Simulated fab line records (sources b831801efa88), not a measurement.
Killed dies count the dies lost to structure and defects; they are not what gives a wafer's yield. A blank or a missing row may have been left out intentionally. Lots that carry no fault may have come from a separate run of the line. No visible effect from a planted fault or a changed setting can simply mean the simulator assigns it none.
fab line records | flow sky130
[record] lots = 13 | wafers = 39 | last-day = 49
route steps=708 shown DNWELL@44 PWDE@54 VT_ADJUST_HVTP@93 VT_ADJUST_LVTN@103 PAD_OPEN@708
lots that met no fault: taken from a fault-free run of the same line
start-h: start of the lot's first displayed wafer, in hours after the record's first day | wait-h: hours since the lot's step before | " identical to the entry in the row above | L1.1+2: a row that stands for several wafers | - no value present, or no start provided | * or withheld: withheld | < > ~ a bound
route shown NAME@n: a module of which the file shows steps, and the number in the route of the first | usual: mean/standard deviation taken from wafers without a fault | same: alike in all rows | chamber/n: place in a boat | sites: readings site by site | _std_site: standard deviation across them | _edge_site: inner sites' mean taken away from outer sites' mean | radius-mm: for every site, how far away it sits from the centre of the wafer | mask NAME#n: copy n | behind: tool/chamber where the wafer was last shaped | hold: why the lot went on hold/how many hours it stayed there/how the hold came to an end | device: which transistor (n, p or np) failed to switch | end of line: tests of these same wafers at the route's end | a step with no rows: only its recipe | killed: the dies lost at the first sort to structure and to defects; this is not the yield of the wafer | map: a wafer's dies, marking killed ones x, the rest . and places with no die _
set.NAME: setting as actually run; set.NAME@STEP: the setting as run at that earlier step | model.NAME: the simulator's own value behind a step, which no gauge read
the route's steps for a sample of lots (tables are steps, rows are wafers)
services: from which hour (start-h, from the record's first day; less than 0 if before it) a tool's chamber was out of use, for how many hours, and why
[[steps]]
[step SKY_DNWELL_TW_MEAS_09]
[usual] DNWELL_TW = 1119/15
lot.wafer | tool          | chamber | start-h | wait-h | DNWELL_TW
L521.3    | film-metro-04 | -       | 52.11   | 0.1    | 1099
L521.4    | "             | -       | "       | "      | 1101
L521.6    | "             | -       | "       | "      | 1103
L522.2    | film-metro-04 | -       | 57.74   | 0.1    | 1101
L522.4    | "             | -       | "       | "      | 1112
L522.5    | "             | -       | "       | "      | 1102
L523.3    | film-metro-04 | -       | 65.55   | 0.1    | 1117
L523.5    | "             | -       | "       | "      | 1111
L523.6    | "             | -       | "       | "      | 1105
L524.1    | film-metro-02 | -       | 67.39   | 0.1    | 1111
L524.4    | "             | -       | "       | "      | 1114
L524.6    | "             | -       | "       | "      | 1114
L525.1    | film-metro-04 | -       | 74.73   | 0.1    | 1100
L525.3    | "             | -       | "       | "      | 1111
L525.4    | "             | -       | "       | "      | 1111
L526.1    | film-metro-04 | -       | 82.83   | 0.1    | 1115
L526.5    | "             | -       | "       | "      | 1115
L526.6    | "             | -       | "       | "      | 1112
L527.2    | film-metro-02 | -       | 85.16   | 0.1    | 1117
L527.3    | "             | -       | "       | "      | 1112
L527.5    | "             | -       | "       | "      | 1114
L528.2    | film-metro-04 | -       | 92.66   | 0.1    | 1105
L528.4    | "             | -       | "       | "      | 1108
L528.5    | "             | -       | "       | "      | 1109
L529.3    | film-metro-01 | -       | 93.67   | 0.1    | 1147
L529.4    | "             | -       | "       | "      | 1138
L529.6    | "             | -       | "       | "      | 1140
L530.3    | film-metro-04 | -       | 101.30  | 0.1    | 1106
L530.5    | "             | -       | "       | "      | 1103
L530.6    | "             | -       | "       | "      | 1112
L534.2    | film-metro-04 | -       | 121.11  | 0.1    | 1109
L534.3    | "             | -       | "       | "      | 1106
L534.6    | "             | -       | "       | "      | 1109
L537.1    | film-metro-04 | -       | 138.94  | 0.1    | 1113
L537.4    | "             | -       | "       | "      | 1109
L537.5    | "             | -       | "       | "      | 1109
L539.2    | film-metro-04 | -       | 151.09  | 0.1    | 1105
L539.4    | "             | -       | "       | "      | 1112
L539.6    | "             | -       | "       | "      | 1110
[step SKY_PWDE_STRIP_09]
[recipe] chemistry = O2/N2 | power-w = 1400 | pressure-mtorr = 1500 | platen-temp-c = withheld | o2-flow-sccm = 3000 | n2-flow-sccm = 300 | overash-fraction = 0.5
[usual] drypump-motor-current-A = 5.9/0.38 | oes-product-au = 0.723/0.0047 | strip-time-to-endpoint-s = 36.97/0.098
lot.wafer | tool            | chamber | start-h | wait-h | drypump-motor-current-A | oes-product-au | rf-hours-counter-h | strip-time-to-endpoint-s
L521.3    | plasma-asher-04 | 0       | 67.82   | 0.1    | 5.9                     | 0.721          | -                  | 37.11
L521.4    | "               | 1       | "       | "      | 6.4                     | 0.727          | -                  | 37.07
L521.6    | "               | 1       | "       | "      | 6.4                     | 0.731          | -                  | 37.15
L522.2    | plasma-asher-02 | 1       | 74.78   | 0.1    | 6.2                     | 0.725          | 30                 | 37.13
L522.4    | "               | 0       | "       | "      | 5.4                     | 0.726          | -                  | 37.07
L522.5    | "               | 0       | "       | "      | 5.4                     | 0.719          | -                  | 37.02
L523.3    | plasma-asher-03 | 1       | 82.66   | 0.1    | 5.5                     | 0.717          | -                  | 37.04
L523.5    | "               | 0       | "       | "      | 6.1                     | 0.720          | -                  | 37.00
L523.6    | "               | 1       | "       | "      | 5.5                     | 0.728          | -                  | 37.02
L524.1    | plasma-asher-04 | 1       | 84.28   | 0.1    | 6.3                     | 0.727          | 42                 | 37.10
L524.4    | "               | 1       | "       | "      | 6.4                     | 0.721          | -                  | 36.96
L524.6    | "               | 1       | "       | "      | 6.4                     | 0.720          | -                  | 37.11
L525.1    | plasma-asher-04 | 0       | 91.63   | 0.1    | 5.9                     | 0.723          | 43                 | 36.99
L525.3    | "               | 0       | "       | "      | 5.9                     | 0.727          | -                  | 37.09
L525.4    | "               | 1       | "       | "      | 6.4                     | 0.727          | -                  | 36.96
L526.1    | plasma-asher-04 | 0       | 99.48   | 0.1    | 5.9                     | 0.717          | 44                 | 36.90
L526.5    | "               | 0       | "       | "      | 5.9                     | 0.722          | -                  | 36.92
L526.6    | "               | 1       | "       | "      | 6.4                     | 0.717          | -                  | 36.91
L527.2    | plasma-asher-04 | 1       | 102.53  | 0.1    | 6.5                     | 0.715          | 44                 | 37.00
L527.3    | "               | 0       | "       | "      | 5.9                     | 0.727          | -                  | 36.99
L527.5    | "               | 0       | "       | "      | 5.9                     | 0.722          | -                  | 37.12
L528.2    | plasma-asher-04 | 0       | 110.08  | 0.1    | 5.9                     | 0.729          | 45                 | 37.05
L528.4    | "               | 0       | "       | "      | 5.9                     | 0.718          | -                  | 36.90
L528.5    | "               | 1       | "       | "      | 6.4                     | 0.725          | -                  | 36.90
L529.3    | plasma-asher-02 | 0       | 111.12  | 0.1    | 5.4                     | 0.714          | -                  | 36.87
L529.4    | "               | 1       | "       | "      | 6.2                     | 0.719          | -                  | 36.99
L529.6    | "               | 1       | "       | "      | 6.2                     | 0.719          | -                  | 36.87
L530.3    | plasma-asher-02 | 0       | 119.27  | 0.1    | 5.4                     | 0.719          | -                  | 37.01
L530.5    | "               | 1       | "       | "      | 6.3                     | 0.723          | -                  | 36.95
L530.6    | "               | 0       | "       | "      | 5.4                     | 0.723          | -                  | 36.95
L534.2    | plasma-asher-03 | 1       | 140.03  | 0.1    | 5.5                     | 0.720          | 2                  | 36.80
L534.3    | "               | 0       | "       | "      | 6.1                     | 0.729          | -                  | 36.76
L534.6    | "               | 1       | "       | "      | 5.5                     | 0.723          | -                  | 36.80
L537.1    | plasma-asher-04 | 1       | 159.23  | 0.1    | 6.4                     | 0.735          | 51                 | 37.05
L537.4    | "               | 0       | "       | "      | 5.9                     | 0.729          | -                  | 37.08
L537.5    | "               | 0       | "       | "      | 5.9                     | 0.725          | -                  | 37.12
L539.2    | plasma-asher-04 | 0       | 171.94  | 0.1    | 5.9                     | 0.720          | 52                 | 37.12
L539.4    | "               | 1       | "       | "      | 6.4                     | 0.732          | -                  | 37.14
L539.6    | "               | 1       | "       | "      | 6.4                     | 0.729          | -                  | 37.08
[step SKY_VT_ADJUST_HVTP_OVL_MEAS_08]
[usual] VT_ADJUST_HVTP_OVL = -0.5/1.4
lot.wafer | tool       | chamber | start-h | wait-h | VT_ADJUST_HVTP_OVL[nm]
L521.3    | overlay-02 | -       | 121.33  | 0.1    | 0.0
L521.4    | "          | -       | "       | "      | 1.0
L521.6    | "          | -       | "       | "      | 0.2
L522.2    | overlay-02 | -       | 128.96  | 0.1    | -0.1
L522.4    | "          | -       | "       | "      | -1.9
L522.5    | "          | -       | "       | "      | -0.7
L523.3    | overlay-02 | -       | 137.87  | 0.1    | 1.3
L523.5    | "          | -       | "       | "      | -1.0
L523.6    | "          | -       | "       | "      | 1.5
L524.1    | overlay-01 | -       | 139.82  | 0.1    | -1.0
L524.4    | "          | -       | "       | "      | 0.4
L524.6    | "          | -       | "       | "      | -0.9
L525.1    | overlay-02 | -       | 148.22  | 0.1    | 0.3
L525.3    | "          | -       | "       | "      | -1.1
L525.4    | "          | -       | "       | "      | -1.8
L526.1    | overlay-01 | -       | 157.36  | 0.1    | -2.5
L526.5    | "          | -       | "       | "      | -1.5
L526.6    | "          | -       | "       | "      | -0.5
L527.2    | overlay-02 | -       | 161.82  | 0.1    | 0.4
L527.3    | "          | -       | "       | "      | -1.1
L527.5    | "          | -       | "       | "      | 1.4
L528.2    | overlay-02 | -       | 169.98  | 0.1    | -3.1
L528.4    | "          | -       | "       | "      | -3.6
L528.5    | "          | -       | "       | "      | -3.9
L529.3    | overlay-02 | -       | 171.53  | 0.1    | -0.8
L529.4    | "          | -       | "       | "      | -1.0
L529.6    | "          | -       | "       | "      | -0.6
L530.3    | overlay-01 | -       | 179.56  | 0.1    | -1.1
L530.5    | "          | -       | "       | "      | -2.7
L530.6    | "          | -       | "       | "      | -4.8
L534.2    | overlay-01 | -       | 202.63  | 0.1    | -0.2
L534.3    | "          | -       | "       | "      | -0.5
L534.6    | "          | -       | "       | "      | -1.6
L537.1    | overlay-01 | -       | 222.16  | 0.1    | -2.9
L537.4    | "          | -       | "       | "      | -1.7
L537.5    | "          | -       | "       | "      | -1.6
L539.2    | overlay-02 | -       | 239.47  | 0.1    | -0.8
L539.4    | "          | -       | "       | "      | -1.3
L539.6    | "          | -       | "       | "      | -1.0
[step SKY_VT_ADJUST_LVTN_DEVELOP_06]
[recipe] wall-angle-deg = 90 | developer = TMAH | develop-time-s = 60 | dev-temp-c = 23
[usual] developer-temp-C = 22.99/0.11 | exhaust-pa = 45.0/0.85
lot.wafer | tool           | chamber | start-h | wait-h | developer-temp-C | exhaust-pa
L521.3    | litho-track-04 | 0       | 140     | -      | 22.98            | 45.2
L521.4    | "              | 0       | "       | "      | 23.02            | 45.5
L521.6    | "              | 0       | "       | "      | 22.94            | 46.2
L522.2    | litho-track-02 | 0       | 148     | -      | 22.93            | 44.6
L522.4    | "              | 0       | "       | "      | 22.89            | 45.5
L522.5    | "              | 0       | "       | "      | 22.95            | 45.9
L523.3    | litho-track-04 | 0       | 157     | -      | 23.03            | 43.5
L523.5    | "              | 0       | "       | "      | 23.08            | 45.0
L523.6    | "              | 0       | "       | "      | 23.01            | 43.9
L524.1    | litho-track-04 | 0       | 160     | -      | 23.17            | 44.4
L524.4    | "              | 0       | "       | "      | 22.82            | 45.1
L524.6    | "              | 0       | "       | "      | 23.07            | 43.8
L525.1    | litho-track-04 | 0       | 167     | -      | 23.03            | 46.0
L525.3    | "              | 0       | 168     | -      | 23.24            | 46.1
L525.4    | "              | 0       | "       | "      | 23.10            | 44.9
L526.1    | litho-track-02 | 0       | 176     | -      | 22.94            | 45.2
L526.5    | "              | 0       | "       | "      | 23.13            | 45.0
L526.6    | "              | 0       | 177     | -      | 22.95            | 46.6
L527.2    | litho-track-04 | 0       | 182     | -      | 23.07            | 44.4
L527.3    | "              | 0       | "       | "      | 23.12            | 44.9
L527.5    | "              | 0       | "       | "      | 23.01            | 44.4
L528.2    | litho-track-02 | 0       | 190     | -      | 22.97            | 45.1
L528.4    | "              | 0       | "       | "      | 23.00            | 43.6
L528.5    | "              | 0       | "       | "      | 23.14            | 45.6
L529.3    | litho-track-02 | 0       | 193     | -      | 22.95            | 44.5
L529.4    | "              | 0       | "       | "      | 22.98            | 44.6
L529.6    | "              | 0       | "       | "      | 22.92            | 43.5
L530.3    | litho-track-01 | 0       | 200     | -      | 22.98            | 44.1
L530.5    | "              | 0       | "       | "      | 22.76            | 44.1
L530.6    | "              | 0       | "       | "      | 22.98            | 45.3
L534.2    | litho-track-04 | 0       | 224     | -      | 22.82            | 44.8
L534.3    | "              | 0       | "       | "      | 22.73            | 46.0
L534.6    | "              | 0       | "       | "      | 22.79            | 45.0
L537.1    | litho-track-04 | 0       | 245     | -      | 23.89            | 45.1
L537.4    | "              | 0       | "       | "      | 24.03            | 45.7
L537.5    | "              | 0       | "       | "      | 23.93            | 45.2
L539.2    | litho-track-04 | 0       | 263     | -      | 24.02            | 45.2
L539.4    | "              | 0       | "       | "      | 23.93            | 44.2
L539.6    | "              | 0       | "       | "      | 23.96            | 44.8
[step SKY_PAD_OPEN_PROBE_99]
[usual] killed_at_M0_to_M3 = 44/6.6 | killed_at_M4_up = 3.4/1.9 | killed-at-contacts = 25/5.6 | killed-at-front-end = 15/4.6 | killed-at-other = 0.3/0.6 | killed-dies = 88/9.5 | killed-open = 47/7.1 | killed-short = 40/6.4
[same] gross-dies = 492 | killed-at-back-side = 0
lot.wafer | tool      | chamber | start-h | wait-h | killed_at_M0_to_M3 | killed_at_M4_up | killed-at-contacts | killed-at-front-end | killed-at-other | killed-dies | killed-open | killed-short
L537.1    | prober-02 | -       | 1165.99 | 0.1    | 44                 | 1               | 19                 | 11                  | 0               | 75          | 44          | 30
L537.4    | prober-02 | -       | 1166.14 | 0.2    | 57                 | 5               | 28                 | 9                   | 0               | 99          | 62          | 36
L537.5    | prober-02 | -       | 1166.19 | 0.2    | 49                 | 2               | 34                 | 21                  | 0               | 106         | 63          | 41
// killed by level:class
L537.1 VIA1:geometric-particle:open=12 CONTACT:geometric-particle:open=8 METAL1:geometric-particle:short=5 METAL2:geometric-particle:open=5 LI_CONTACT:geometric-particle:open=4 METAL2:geometric-particle:short=4 VIA2:geometric-particle:open=4 CONTACT:geometric-particle:short=4
L537.4 VIA1:geometric-particle:open=18 VIA3:geometric-particle:open=15 LI_CONTACT:geometric-particle:open=8 CONTACT:geometric-particle:open=7 VIA1:geometric-particle:short=5 METAL1:geometric-particle:short=5 VIA2:geometric-particle:open=5 LI_CONTACT:geometric-particle:short=4
L537.5 VIA1:geometric-particle:open=15 LI_CONTACT:geometric-particle:open=12 CONTACT:geometric-particle:open=10 FIELD_ISO:geometric-particle:short=7 VIA2:geometric-particle:open=7 LI_CONTACT:geometric-particle:short=6 VIA3:geometric-particle:open=6 FIELD_ISO:geometric-particle:open=5
[[services]]
tool            | chamber | start-h | hours | kind
plasma-asher-02 | -       | 74.16   | 0.5   | repair
plasma-asher-03 | -       | 95.34   | 18.4  | repair
plasma-asher-03 | -       | 113.75  | 9.0   | pm
plasma-asher-03 | 0       | 113.75  | 9.0   | vent-cycle
plasma-asher-03 | 1       | 113.75  | 9.0   | vent-cycle
plasma-asher-03 | 0       | 122.75  | -     | clean
plasma-asher-03 | 1       | 122.75  | -     | clean
plasma-asher-04 | -       | 146.51  | 0.4   | repair
plasma-asher-02 | -       | 153.94  | 6.1   | repair
plasma-asher-03 | -       | 199.45  | 14.6  | pm
plasma-asher-04 | -       | 200.03  | 14.6  | pm
plasma-asher-03 | -       | 227.71  | 2.8   | pm
plasma-asher-02 | -       | 243.81  | 0.6   | repair
plasma-asher-03 | -       | 262.96  | 5.4   | repair
[[key]]
[first-sign] step = SKY_VT_ADJUST_LVTN_DEVELOP_06 | reading = developer-temp-C | direction = up | sigmas = 8.6 | usual = * | struck = *
effect none on later readings
met-at SKY_VT_ADJUST_LVTN_DEVELOP_06
struck-lots L537,L539
tester-left-out L537,L539
not-acting-at SKY_DNWELL_TW_MEAS_09,SKY_PWDE_STRIP_09,SKY_VT_ADJUST_HVTP_OVL_MEAS_08
onset-between 224 245
[fault] kind = process-parameter-drift | tool = litho-track-04 | chamber = - | onset-h = 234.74 | steps = SKY_VT_ADJUST_LVTN_DEVELOP_06 | channel = dev-temp-c | offset = * | shape = step | end-h = 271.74 | acts-in = * | stated = *
// tester-left-out: of these lots the tester's yield and bins aren't shown, on N5 and GAA mostly nor the transistor test; their killed dies are dies lost to structure and defects alone, not to doping, threshold or leakage, so they don't give the yield
